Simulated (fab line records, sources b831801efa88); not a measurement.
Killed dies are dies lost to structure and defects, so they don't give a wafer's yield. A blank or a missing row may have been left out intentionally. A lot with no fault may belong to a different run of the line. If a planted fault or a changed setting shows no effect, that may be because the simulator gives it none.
Comparing a struck lot with a sound one :: flow sky130 :: 23 steps out of a route of 708
Sound: the wafers L557.2, L557.3, L557.4. Struck: wafer L563.4 (left out: L563.1, L563.2 of the same lot, which were not struck); the cause appears at the end.
Order at every step that has rows: each side's tool, ch and its chambers, its first start. Under that, the readings that differ: sound wafers :: struck wafers :: difference of the means :: sigmas: that difference in standard deviations of wafers without a fault.
alike: words and numbers the same on both sides, and readings whose means are apart by under 2 such deviations; not compared: readings that were withheld, readings missing a value for some wafer, numbers with overlapping values and no deviation given by the record, and bounds like >300 which may hide the same value.
A row with sigmas, a row that says differs or no value, or rows on one side alone: a step with any of these is where the two part. Non-overlapping numbers with no deviation appear without sigmas and do not part them. A reading that every wafer of one side lacks parts them only if that side has two wafers or more.

first, 1 step without rows for these wafers: SKY_CAP2M_DEVELOP_11 (develop time 60 s).
SKY_CAP2M_OVL_MEAS_12:
  struck on overlay-01, day 43 12:34; sound on overlay-01, day 41 23:12
  alike: CAP2M_OVL
SKY_CAP2M_METAL_ETCH_13: etches TiN in Cl2/BCl3, stops on SiO2, target depth 220 nm, time 62.9 s.
  sound on rie metal-03 ch 0,1, day 41 23:14; struck on rie metal-03 ch 1, day 43 12:35
  alike: drypump motor current A, oes product au, rf fwd power W, throttle valve pct
  not compared: rf hours counter h
SKY_CAP2M_STRIP_14: strips in O2/N2.
  sound on plasma asher-04 ch 0,1, day 41 23:19; struck on plasma asher-03 ch 0, day 43 12:40
  alike: drypump motor current A, n2 flow sccm, oes product au, strip time to endpoint s
  not compared: rf hours counter h
then, 8 steps without rows for these wafers: SKY_CAP2M_STRIP_15 (strips in post etch residue remover, time 1200 s); SKY_CAP2M_CLEAN_16 (cleans in IPA, time 180 s); SKY_CAP2M_CLEAN_17 (cleans in O3/DIW); SKY_METAL4_DEHYDRATE_05 (time 60 s); SKY_METAL4_HMDS_06 (prime time 60 s); SKY_METAL4_COAT_07 (resist thk 60 nm); SKY_METAL4_COAT_08 (resist thk 1140 nm); SKY_METAL4_SOFTBAKE_09 (time 90 s).
SKY_METAL4_EXPOSE_10: exposes mask MM4, target cd 300 nm.
  sound on krf scanner-02 ch 0, day 42 11:46; struck on krf scanner-01 ch 0, day 44 00:41
  alike: mask, exposure dose mJ cm2
then, 2 steps without rows for these wafers: SKY_METAL4_PEB_11; SKY_METAL4_DEVELOP_12 (develop time 60 s).
SKY_METAL4_CD_MEAS_13: target cd 300 nm.
  struck on cd sem-01, day 44 11:09; sound on cd sem-01, day 42 22:58
reading: cd nm (nm)
sound: 299.4 299.4 301.3
struck: 270.3
difference: -29.7
sigmas: -19
SKY_METAL4_OVL_MEAS_14:
  struck on overlay-01, day 44 11:16; sound on overlay-01, day 42 23:04
  alike: METAL4_OVL
SKY_METAL4_DESCUM_15: chemistry O2, time 8 s.
  sound on rie metal-01 ch 0,1, day 42 23:06; struck on rie metal-02 ch 0, day 44 11:18
reading: drypump motor current A (A)
sound: 6.7 5.6 6.6
struck: 5.3
difference: -1.0
sigmas: -2

reading: oes product au (a.u.)
sound: 0.990 0.994 0.986
struck: 1.030
difference: +0.040
sigmas: +3

reading: model.METAL4.cd nm (nm)
sound: 300 300.8 301.9
struck: 270.2
difference: -30.7
sigmas: 
  alike: rf fwd power W
  not compared: rf hours counter h
SKY_METAL4_ETCH_16: etches BARC in N2/H2, stops on SiO2, time 88.2 s, target depth 60 nm.
  sound on rie metal-01 ch 0,1, day 42 23:08; struck on rie metal-02 ch 0, day 44 11:22
reading: drypump motor current A (A)
sound: 6.6 5.6 6.7
struck: 5.3
difference: -1.0
sigmas: -2

reading: oes product au (a.u.)
sound: 0.636 0.632 0.629
struck: 0.614
difference: -0.018
sigmas: -4
  alike: n2 flow sccm, rf fwd power W, throttle valve pct
  not compared: rf hours counter h
SKY_METAL4_ETCH_17: etches SiO2 in C4F8/O2/Ar, stops on TiN, time 3.9 s, target depth 15 nm.
  sound on rie diel-02 ch 0,1,2, day 42 23:14; struck on rie diel-01 ch 2, day 44 11:34
reading: rf hours counter h (h)
sound: 9 5 26
struck: 28
difference: +15
sigmas: 
  alike: oes product au, rf fwd power W
SKY_METAL4_METAL_ETCH_18: etches the open film in Cl2/BCl3, stops on SiO2, target depth 845 nm, time 183.1 s.
  sound on rie metal-02 ch 0,1, day 42 23:15; struck on rie metal-01 ch 0, day 44 11:35
reading: rf fwd power W (W)
sound: 893 893 891
struck: 899
difference: +7
sigmas: +2

reading: model.METAL4.cd nm (nm)
sound: 296.2 295.8 310.5
struck: 286.4
difference: -14.4
sigmas: 
  alike: drypump motor current A, oes product au, throttle valve pct
  not compared: rf hours counter h
SKY_METAL4_STRIP_19: strips in O2/N2.
  sound on plasma asher-02 ch 0,1, day 42 23:26; struck on plasma asher-01 ch 0, day 44 11:46
  alike: drypump motor current A, n2 flow sccm, oes product au, strip time to endpoint s
  not compared: rf hours counter h
-- the record jumps here: 4 days lie between the struck wafers' starts before and after (it left off in module METAL4 and takes up again in module PAD_OPEN, whose first step shown is number 708 of the route) --
SKY_PAD_OPEN_PROBE_99:
  struck on prober-01, day 48 06:13; sound on prober-02, day 46 20:28
reading: model.etest.met4.width nm (nm)
sound: 296.4 298.9 310
struck: 288.9
difference: -12.9
sigmas: 

reading: model.etest.met4.line ohm um
sound: 0.1423 0.1421 0.1382
struck: 0.1486
difference: +0.0077
sigmas: 
  alike: defect limited yield, killed_at_M0_to_M3, killed_at_M4_up, killed at contacts, killed at front end, killed at other, killed dies, killed on rim, killed open, killed short, sort_bin_3_pad_short, sort_bin_5_function, sort_bin_6_memory, sort n pass, sort yield pct

## WHERE THEY PART
Earliest at SKY_METAL4_CD_MEAS_13; latest, in this record, at SKY_METAL4_METAL_ETCH_18. Later steps at which nothing parts them and some readings are alike: SKY_METAL4_STRIP_19, SKY_PAD_OPEN_PROBE_99.

WHY: whatever the simulator had introduced
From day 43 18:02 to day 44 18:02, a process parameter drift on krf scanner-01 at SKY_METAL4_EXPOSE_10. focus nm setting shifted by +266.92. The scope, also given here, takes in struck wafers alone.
